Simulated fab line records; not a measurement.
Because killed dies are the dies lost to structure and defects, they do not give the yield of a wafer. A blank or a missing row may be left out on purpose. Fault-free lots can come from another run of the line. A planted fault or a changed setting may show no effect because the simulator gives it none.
What tool caused it?    flow gf180mcu    at 1 step of a route of 602, 13 lots with 39 wafers sampled

## WHAT THE GAUGES SHOWED, per wafer
GF_NSD_CD_MEAS_07: the cd target is 400 nm. Usual: cd_nm 399.9 nm, standard deviation 2.4.
lot   measured      on         cd_nm (nm)         flag
L934  day 13 16:02  cd_sem-02  403.8 402.6 400.4  
L935  day 13 22:22  cd_sem-02  400.2 398.9 399.2  
L936  day 14 13:48  cd_sem-01  399.7 400.3 397.7  
L937  day 14 19:32  cd_sem-02  401.1 399.3 400.1  
L940  day 15 17:52  cd_sem-01  401.5 401.3 400.2  
L942  day 16 09:11  cd_sem-01  396.1 396.7 397.8  
L944  day 17 05:01  cd_sem-02  400.9 399.3 400.3  
L949  day 18 21:34  cd_sem-01  403.1 400.4 403.0  
L951  day 19 16:54  cd_sem-01  396.2 398.5 396.5  
L952  day 19 21:24  cd_sem-02  398.1 397.0 398.2  
L954  day 20 15:17  cd_sem-02  396.8 396.1 397.0  
L955  day 20 23:56  cd_sem-01  401.2 403.2 399.8  
L956  day 21 04:48  cd_sem-02  402.7 403.8 402.5  

## EACH LOT AND THE TOOL THAT RAN IT (in order: tool; ch and the chambers of the sampled wafers; start)
There is no process step in the record ahead of these readings.

## WHAT THE TOOLS THEMSELVES READ (means of the sampled wafers that have a number; where no wafer has one, the mark that the record gives instead)
The record holds no such reading with a usual standard deviation.

## THE ANSWER, worked out from the rows above alone
Rule: lot off if the mean of its wafers having a number is beyond 3 standard deviations from the usual mean. A lot without any number at a reading at which 4 lots or more have one is off too. All remaining lots with rows at the step are treated as sound. Order of review: gauges by route order, followed by the tools' own readings, for which a lot's mean as printed above is used. The first step at which some lot is off is used, and at that step the reading that is off furthest; a lot without a number counts as furthest.
None of the lots is off at any reading shown; this tells nothing.

## WHAT THE SIMULATOR PUT IN
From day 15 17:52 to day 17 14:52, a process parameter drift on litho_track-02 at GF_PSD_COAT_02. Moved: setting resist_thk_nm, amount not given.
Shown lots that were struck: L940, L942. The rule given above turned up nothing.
